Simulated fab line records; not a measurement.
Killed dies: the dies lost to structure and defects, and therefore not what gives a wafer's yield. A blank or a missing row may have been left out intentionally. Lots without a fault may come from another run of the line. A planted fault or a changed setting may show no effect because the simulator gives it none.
Which tool was responsible? + flow sky130 + Sampling: 6 lots, 18 wafers, 2 of 708 route steps

## WHAT THE GAUGES READ, wafer by wafer
SKY_LDD_P_TW_MEAS_11.
| lot  | measured     | on            | LDD_P_TW    |
|------|--------------|---------------|-------------|
| L194 | day 19 08:59 | film_metro-02 | 638 636 637 |
| L198 | day 21 00:58 | film_metro-02 | 642 638 639 |
| L200 | day 22 20:31 | film_metro-01 | 625 628 628 |
| L205 | day 23 20:47 | film_metro-02 | 587 584 586 |
| L211 | day 26 00:40 | film_metro-02 | 642 641 640 |
| L214 | day 26 18:04 | film_metro-02 | 640 641 641 |

## WHAT TOOL EACH LOT RAN ON (gives the tool, then ch and the chambers of the sampled wafers, and finally the start)
| lot  | SKY_LDD_P_IMPLANT_09            |
|------|---------------------------------|
| L194 | implanter-01 ch 0, day 19 08:46 |
| L198 | implanter-02 ch 0, day 21 00:43 |
| L200 | implanter-02 ch 0, day 22 20:16 |
| L205 | implanter-02 ch 0, day 23 20:34 |
| L211 | implanter-04 ch 0, day 26 00:25 |
| L214 | implanter-01 ch 0, day 26 17:49 |
- SKY_LDD_P_IMPLANT_09

## THE ANSWER, worked out from the rows above alone
Rule: usual is defined by the lots themselves. The widest of any qualifying gaps counts: lots, ordered by their means at a reading, are off when they make up no more than a third of the lots, leave a main group of 4 or more, and stand apart from it by 3 or more times the standard deviation of that group's means. The tables above print the reading to a certain number of digits; a main group whose means all agree to those digits is not used. Also off: a lot with no number at a reading for which 4 or more lots have one. Where the step has rows for the other lots, those lots are counted as sound.
Off: L205, seen at SKY_LDD_P_TW_MEAS_11 (LDD_P_TW). Main group: mean 637, sd 5.2.
A tool fits if, at a process step before that reading, it ran every lot that is off, and no sound lot after the first of them. The gauges at SKY_LDD_P_TW_MEAS_11 are tried like those tools. One candidate fits, namely implanter-02 at SKY_LDD_P_IMPLANT_09. A fault onset in the window from L200 (day 22 20:16, its last sound lot) to L205 (day 23 20:34, its first lot off) fits.

## WHAT WAS PUT IN BY THE SIMULATOR
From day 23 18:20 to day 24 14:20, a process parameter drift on implanter-02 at SKY_LDD_P_IMPLANT_09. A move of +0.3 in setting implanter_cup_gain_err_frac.
Lots struck among those shown: L205. The rule given above showed the same thing.
